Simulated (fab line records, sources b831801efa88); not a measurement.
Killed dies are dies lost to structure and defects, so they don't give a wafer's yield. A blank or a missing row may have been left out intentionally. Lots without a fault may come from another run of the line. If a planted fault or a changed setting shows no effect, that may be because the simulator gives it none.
Chamber matching / flow gf180mcu / 4 sister chambers for GF_V1_CMP_04 on cmp-01
The step polishes SiO2. 4 wafers are shown with their chamber, then 7 later ones without.

## WAFERS, EACH WITH ITS CHAMBER
wafer=L674.3; chamber=0; motorCurrentA (A)=12.9
wafer=L677.3; chamber=1; motorCurrentA (A)=10.9
wafer=L684.2; chamber=2; motorCurrentA (A)=12.6
wafer=L684.4; chamber=3; motorCurrentA (A)=10.6

## WAFERS WHOSE CHAMBER IS MISSING
wafer=L684.5; motorCurrentA (A)=11.9
wafer=L687.1; motorCurrentA (A)=10.2
wafer=L687.5; motorCurrentA (A)=11.9
wafer=L687.6; motorCurrentA (A)=10.9
wafer=L695.1; motorCurrentA (A)=10.8
wafer=L695.2; motorCurrentA (A)=9.7
wafer=L695.6; motorCurrentA (A)=10.3

## WHICH CHAMBER EACH WENT THROUGH
wafer=L684.5; from the rows above=can't be placed: 2 or 0 or 1 or 3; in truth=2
wafer=L687.1; from the rows above=can't be placed: 3 or 1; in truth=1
wafer=L687.5; from the rows above=can't be placed: 2 or 0 or 1 or 3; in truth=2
wafer=L687.6; from the rows above=can't be placed: 1 or 3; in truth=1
wafer=L695.1; from the rows above=can't be placed: 1 or 3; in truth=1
wafer=L695.2; from the rows above=can't be placed: 3 or 1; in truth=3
wafer=L695.6; from the rows above=can't be placed: 3 or 1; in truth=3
Correctly placed: 0 of 7. Cannot be placed on the basis of these rows: 7; the candidates contain the true chamber in 7. Wrongly placed: 0.
How it was worked out, from the rows above alone: a wafer's distance from a chamber is the root of the sum, over the readings, of the square of ((its reading less the chamber's mean) divided by the reading's scatter). If the next closest chamber is less than 2 further off than the closest, the wafer can't be placed; otherwise it belongs to the closest. Each chamber's mean is taken over the wafers shown for it. The scatter (one wafer shown for each chamber): square how far every hidden wafer sits from the nearest shown wafer, average those squares and take the square root.
